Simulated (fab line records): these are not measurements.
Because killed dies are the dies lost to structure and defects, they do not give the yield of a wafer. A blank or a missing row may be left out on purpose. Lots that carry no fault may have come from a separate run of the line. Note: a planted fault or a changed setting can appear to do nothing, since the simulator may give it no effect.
fab line records | flow gf180mcu
record: lots: 13 wafers: 39 last-day: 34
route steps=602 shown CONTACT@287 M2@378 V2@385
lots that met no fault: taken from a fault-free run of the same line
start-h: hours from the record's first day to the start of the lot's first wafer shown | wait-h: hours since the lot's step before | " the same as in the row above | L1.1+2: a row that stands for several wafers | - no value, or no start given | * or withheld: withheld | < > ~ a bound
route shown NAME@n: NAME is a module with steps in the file, n the number in the route of the first one | usual: mean and standard deviation over wafers with no fault | same: alike in all rows | chamber/n: place in a boat | sites: per-site readings | _std_site: the values' standard deviation | _edge_site: outer sites' mean less inner sites' | radius-mm: for every site, how far away it sits from the centre of the wafer | mask NAME#n: copy n | behind: the tool/chamber that last shaped the wafer | hold: the reason the lot was held/the length of the hold in hours/how it ended | device: the n, p or np transistor that did not switch | end of line: the tests these same wafers got at the end of their route | a step given without rows: its recipe and nothing more | killed: dies that structure and defects cost at the first sort, which is not the same as the wafer's yield | map: shows each die of a wafer: x if killed, . if not, _ if none is there
set.NAME: the setting the step ran with; set.NAME@STEP: the setting that earlier step ran with | model.NAME: the simulator's own value behind a step, which no gauge read
a sample of lots followed through the steps of the route, with each step as a table and each wafer as a row
services: when a tool's chamber went out of use (start-h, in hours from the record's first day, below 0 if earlier), for how many hours, and the reason
== steps ==
step: GF_CONTACT_CVD_00
recipe: material: SiO2 target-thk-nm: 300 sigma-open-frac: 0.3 temp-c: 400 time-s: 50 sih4-flow-sccm: 60 pressure-mtorr: 6
usual: sih4-flow-sccm: 60.00/0.18
same: time-s: 50
columns lot.wafer tool chamber start-h wait-h sih4-flow-sccm
L953.1 hdpcvd-01 2 365.04 0.1 60.13
L953.3 " 0 " " 59.83
L953.6 " 0 " " 59.91
L954.1 hdpcvd-01 2 375.32 0.1 60.21
L954.2 " 0 " " 60.27
L954.5 " 2 " " 60.04
L955.3 hdpcvd-02 2 383.75 0.1 60.15
L955.5 " 0 " " 60.06
L955.6 " 2 " " 60.09
L956.2 hdpcvd-02 2 393.90 0.1 60.13
L956.3 " 0 " " 59.81
L956.5 " 2 " " 59.98
L958.1 hdpcvd-02 0 413.37 0.1 60.32
L958.5 " 0 " " 60.12
L958.6 " 1 " " 60.08
L961.1 hdpcvd-02 2 443.76 0.1 48.09
L961.3 " 1 " " 48.08
L961.5 " 0 " " 47.77
L962.1 hdpcvd-02 1 447.17 0.1 48.15
L962.2 " 2 " " 47.90
L962.5 " 0 " " 47.97
L963.1 hdpcvd-02 2 455.31 0.1 48.04
L963.2 " 0 " " 48.15
L963.3 " 1 " " 47.80
L967.2 hdpcvd-01 1 495.34 0.1 60.29
L967.4 " 1 " " 60.21
L967.6 " 0 " " 59.98
L970.2 hdpcvd-01 2 507.58 0.1 59.93
L970.3 " 0 " " 60.10
L970.5 " 1 " " 59.76
L971.2 hdpcvd-02 0 523.97 0.1 60.34
L971.3 " 1 " " 59.82
L971.5 " 1 " " 59.90
L972.3 hdpcvd-02 0 529.03 0.1 59.82
L972.5 " 0 " " 59.80
L972.6 " 1 " " 59.92
L973.1 hdpcvd-02 0 536.57 0.1 60.14
L973.2 " 1 " " 59.77
L973.6 " 1 " " 60.09
step: GF_CONTACT_THK_MEAS_01
recipe: reads: SiO2_of_CONTACT_CVD_00
usual: CONTACT_CVD_00_THK: 299/4
columns lot.wafer tool chamber start-h wait-h CONTACT_CVD_00_THK[nm]
L953.1 film-metro-01 - 365.08 0.0 300
L953.3 " - " " 297
L953.6 " - " " 297
L954.1 film-metro-01 - 375.36 0.0 301
L954.2 " - " " 303
L954.5 " - " " 300
L955.3 film-metro-01 - 383.82 0.0 302
L955.5 " - " " 298
L955.6 " - " " 303
L956.2 film-metro-01 - 393.96 0.0 297
L956.3 " - " " 301
L956.5 " - " " 298
L958.1 film-metro-04 - 413.42 0.0 295
L958.5 " - " " 293
L958.6 " - " " 305
L961.1 film-metro-04 - 443.80 0.0 234
L961.3 " - " " 245
L961.5 " - " " 237
L962.1 film-metro-02 - 447.22 0.0 245
L962.2 " - " " 240
L962.5 " - " " 238
L963.1 film-metro-01 - 455.35 0.0 238
L963.2 " - " " 237
L963.3 " - " " 242
L967.2 film-metro-01 - 495.39 0.0 298
L967.4 " - " " 298
L967.6 " - " " 292
L970.2 film-metro-01 - 507.63 0.0 304
L970.3 " - " " 303
L970.5 " - " " 301
L971.2 film-metro-01 - 524.03 0.0 298
L971.3 " - " " 309
L971.5 " - " " 308
L972.3 film-metro-02 - 529.09 0.0 293
L972.5 " - " " 296
L972.6 " - " " 301
L973.1 film-metro-01 - 536.64 0.0 297
L973.2 " - " " 305
L973.6 " - " " 302
step: GF_CONTACT_ETCH_17
recipe: chemistry: C4F8/O2/Ar mask-material: KrF target: SiO2 stop-on: CoSi2 source-w: 1534 bias-w: 1200 pressure-mtorr: 40 c4f8-flow-sccm: withheld O2_flow_sccm: 6 Ar_flow_sccm: 300 time-s: withheld target-depth-a: 8600
usual: oes-product-au: 0.815/0.0048
columns lot.wafer tool chamber start-h wait-h oes-product-au
L953.1 rie-diel-03 2 - - 0.812
L953.3 " 1 " " 0.815
L953.6 " 0 " " 0.812
L954.1 rie-diel-04 0 - - 0.815
L954.2 " 1 " " 0.820
L954.5 " 0 " " 0.812
L955.3 rie-diel-04 3 - - 0.822
L955.5 " 1 " " 0.819
L955.6 " 2 " " 0.825
L956.2 rie-diel-02 0 - - 0.817
L956.3 " 2 " " 0.815
L956.5 " 2 " " 0.809
L958.1 rie-diel-02 2 - - 0.813
L958.5 " 2 " " 0.806
L958.6 " 1 " " 0.816
L961.1 rie-diel-02 0 - - 0.776
L961.3 " 2 " " 0.788
L961.5 " 0 " " 0.788
L962.1 rie-diel-04 1 - - 0.776
L962.2 " 3 " " 0.780
L962.5 " 3 " " 0.778
L963.1 rie-diel-03 1 - - 0.783
L963.2 " 3 " " 0.779
L963.3 " 0 " " 0.788
L967.2 rie-diel-04 2 - - 0.809
L967.4 " 1 " " 0.815
L967.6 " 3 " " 0.817
L970.2 rie-diel-03 3 - - 0.820
L970.3 " 0 " " 0.815
L970.5 " 3 " " 0.811
L971.2 rie-diel-04 3 - - 0.813
L971.3 " 0 " " 0.823
L971.5 " 3 " " 0.818
L972.3 rie-diel-02 3 - - 0.812
L972.5 " 3 " " 0.803
L972.6 " 2 " " 0.810
L973.1 rie-diel-02 3 - - 0.813
L973.2 " 0 " " 0.824
L973.6 " 1 " " 0.820
step: GF_M2_METAL_ETCH_16
recipe: chemistry: Cl2/BCl3 mask-material: KrF target-depth-nm: 627.5 stop-on: SiO2 pressure-mtorr: 8 icp-w: 800 bias-w: 140 Cl2_flow_sccm: 80 bcl3-flow-sccm: 40 time-s: 104.6
usual: drypump-motor-current-A: 6.0/0.36 oes-product-au: 0.970/0.0071 throttle-valve-pct: 28.252/0.011
same: time-s: 104.6
columns lot.wafer tool chamber start-h wait-h drypump-motor-current-A oes-product-au rf-hours-counter-h throttle-valve-pct
L953.1 rie-metal-01 0 465.20 0.0 5.7 0.965 7 28.233
L953.3 " 0 " " 5.7 0.968 - 28.251
L953.6 " 0 " " 5.7 0.975 - 28.248
L954.1 rie-metal-04 0 476.50 0.0 5.7 0.978 10 28.253
L954.2 " 1 " " 6.4 0.972 7 28.258
L954.5 " 0 " " 5.7 0.969 - 28.254
L955.3 rie-metal-04 1 485.64 0.1 6.4 0.972 - 28.254
L955.5 " 1 " " 6.4 0.971 - 28.233
L955.6 " 0 " " 5.7 0.975 - 28.225
L956.2 rie-metal-01 0 496.00 0.0 5.8 0.992 7 28.251
L956.3 " 1 " " 6.0 0.980 - 28.259
L956.5 " 1 " " 6.0 0.977 - 28.251
L958.1 rie-metal-04 1 514.95 0.0 6.4 0.972 8 28.273
L958.5 " 1 " " 6.4 0.962 - 28.279
L958.6 " 1 " " 6.4 0.963 - 28.262
L961.1 rie-metal-01 1 542.60 0.0 6.0 0.968 5 28.268
L961.3 " 1 " " 6.0 0.967 - 28.256
L961.5 " 1 " " 6.0 0.957 - 28.275
L962.1 rie-metal-03 0 546.95 0.0 5.5 0.976 11 28.248
L962.2 " 0 " " 5.5 0.966 - 28.255
L962.5 " 0 " " 5.5 0.961 - 28.263
L963.1 rie-metal-01 1 554.35 0.0 6.0 0.979 5 28.253
L963.2 " 0 " " 5.8 0.973 9 28.247
L963.3 " 0 " " 5.8 0.974 - 28.241
L967.2 rie-metal-04 1 589.80 0.0 6.4 0.961 11 28.271
L967.4 " 1 " " 6.4 0.961 - 28.258
L967.6 " 1 " " 6.4 0.957 - 28.258
L970.2 rie-metal-01 1 602.75 0.0 6.0 0.969 6 28.252
L970.3 " 0 " " 5.8 0.965 - 28.283
L970.5 " 1 " " 6.0 0.972 - 28.235
L971.2 rie-metal-04 0 616.30 0.0 5.7 0.977 2 28.259
L971.3 " 0 " " 5.7 0.969 - 28.266
L971.5 " 1 " " 6.4 0.967 - 28.265
L972.3 rie-metal-01 1 620.39 0.1 6.0 0.961 - 28.257
L972.5 " 1 " " 6.0 0.960 - 28.244
L972.6 " 0 " " 5.7 0.966 - 28.237
L973.1 rie-metal-04 0 625.00 0.0 5.7 0.980 2 28.258
L973.2 " 1 " " 6.4 0.983 12 28.239
L973.6 " 0 " " 5.8 0.978 - 28.255
step: GF_V2_THK_MEAS_03
recipe: reads: SiO2_of_V2_CVD_02
usual: V2_CVD_02_THK: 843/12
columns lot.wafer tool chamber start-h wait-h V2_CVD_02_THK[nm]
L953.1 film-metro-01 - 466.08 0.0 832
L953.3 " - " " 836
L953.6 " - " " 849
L954.1 film-metro-01 - 477.35 0.0 852
L954.2 " - " " 838
L954.5 " - " " 853
L955.3 film-metro-01 - 486.47 0.1 828
L955.5 " - " " 851
L955.6 " - " " 856
L956.2 film-metro-02 - 496.86 0.0 835
L956.3 " - " " 842
L956.5 " - " " 859
L958.1 film-metro-04 - 515.91 0.0 833
L958.5 " - " " 840
L958.6 " - " " 843
L961.1 film-metro-02 - 543.45 0.0 841
L961.3 " - " " 834
L961.5 " - " " 845
L962.1 film-metro-02 - 547.91 0.0 833
L962.2 " - " " 813
L962.5 " - " " 854
L963.1 film-metro-02 - 555.20 0.0 812
L963.2 " - " " 814
L963.3 " - " " 828
L967.2 film-metro-01 - 590.73 0.0 847
L967.4 " - " " 853
L967.6 " - " " 846
L970.2 film-metro-04 - 603.62 0.0 832
L970.3 " - " " 836
L970.5 " - " " 865
L971.2 film-metro-01 - 617.19 0.1 832
L971.3 " - " " 836
L971.5 " - " " 856
L972.3 film-metro-04 - 621.25 0.1 835
L972.5 " - " " 849
L972.6 " - " " 859
L973.1 film-metro-01 - 625.86 0.0 839
L973.2 " - " " 852
L973.6 " - " " 860
step: GF_V2_OVL_MEAS_15
usual: V2_OVL: 0/5.2
columns lot.wafer tool chamber start-h wait-h V2_OVL[nm]
L953.1 overlay-01 - 491.22 0.1 -1
L953.3 " - " " -3
L953.6 " - " " -1
L954.1 overlay-02 - 500.92 0.1 -1
L954.2 " - " " -1
L954.5 " - " " -6
L955.3 overlay-01 - 510.54 0.1 2
L955.5 " - " " 9
L955.6 " - " " 10
L956.2 overlay-02 - 520.82 0.1 -2
L956.3 " - " " 0
L956.5 " - " " 7
L958.1 overlay-02 - 539.17 0.1 5
L958.5 " - " " 9
L958.6 " - " " 5
L961.1 overlay-02 - 565.86 0.1 -10
L961.3 " - " " -10
L961.5 " - " " -17
L962.1 overlay-01 - 571.01 0.1 1
L962.2 " - " " -7
L962.5 " - " " 4
L963.1 overlay-02 - 577.56 0.1 2
L963.2 " - " " 8
L963.3 " - " " 1
L967.2 overlay-02 - 612.62 0.1 -4
L967.4 " - " " 3
L967.6 " - " " 5
L970.2 overlay-02 - 624.18 0.1 1
L970.3 " - " " -2
L970.5 " - " " 2
L971.2 overlay-01 - 638.48 0.1 0
L971.3 " - " " 0
L971.5 " - " " 1
L972.3 overlay-01 - 641.83 0.1 -9
L972.5 " - " " -4
L972.6 " - " " 2
L973.1 overlay-01 - 646.41 0.1 2
L973.2 " - " " -3
L973.6 " - " " -4
== services ==
columns tool chamber start-h hours kind
hdpcvd-02 0 342.31 2.5 repair
rie-diel-04 2 350.30 10.2 repair
rie-diel-02 1 360.66 9.3 repair
rie-diel-02 - 377.52 28.1 pm
rie-diel-04 2 394.69 6.4 repair
rie-metal-04 1 400.44 7.5 repair
rie-metal-04 0 404.91 3.2 repair
rie-diel-04 2 405.89 1.3 repair
rie-diel-02 1 429.07 2.6 repair
hdpcvd-01 - 431.47 28.1 pm
rie-diel-02 1 459.62 65.1 repair
rie-diel-02 2 462.26 2.6 repair
rie-diel-04 2 481.72 4.5 repair
hdpcvd-01 2 520.48 20.7 repair
rie-diel-04 0 521.32 4.0 repair
hdpcvd-02 2 535.37 4.0 repair
rie-metal-01 - 571.42 1.4 pm
rie-metal-01 - 573.67 1.6 repair
rie-diel-02 3 592.59 1.6 repair
rie-metal-04 - 599.38 4.3 pm
hdpcvd-02 - 600.16 7.3 repair
rie-diel-04 2 604.35 15.9 repair
hdpcvd-02 - 607.43 6.0 pm
rie-diel-04 - 618.96 0.9 repair
== key ==
first-sign: step: GF_CONTACT_CVD_00 reading: sih4-flow-sccm direction: down sigmas: 67 usual: 60.00 struck: 48.00
effect: step: GF_CONTACT_THK_MEAS_01 reading: CONTACT_CVD_00_THK direction: down sigmas: 15 usual: 299 struck: 240
effect: step: GF_CONTACT_ETCH_17 reading: oes-product-au direction: down sigmas: 7 usual: 0.815 struck: 0.782
met-at GF_CONTACT_CVD_00
struck-lots L961,L962,L963
tester-left-out L961,L962,L963
not-acting-at GF_M2_METAL_ETCH_16,GF_V2_THK_MEAS_03,GF_V2_OVL_MEAS_15
onset-between 413.37 443.76
fault: kind: process-parameter-drift tool: hdpcvd-02 chamber: - onset-h: 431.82 steps: GF_CONTACT_CVD_00 channel: sih4-flow-sccm offset: -12 shape: step end-h: 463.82 acts-in: these-recipes-only stated: 60
tester-left-out: of these lots the tester's yield and bins aren't shown, on N5 and GAA mostly nor the transistor test; their killed dies are dies lost to structure and defects alone, not to doping, threshold or leakage, so they don't give the yield
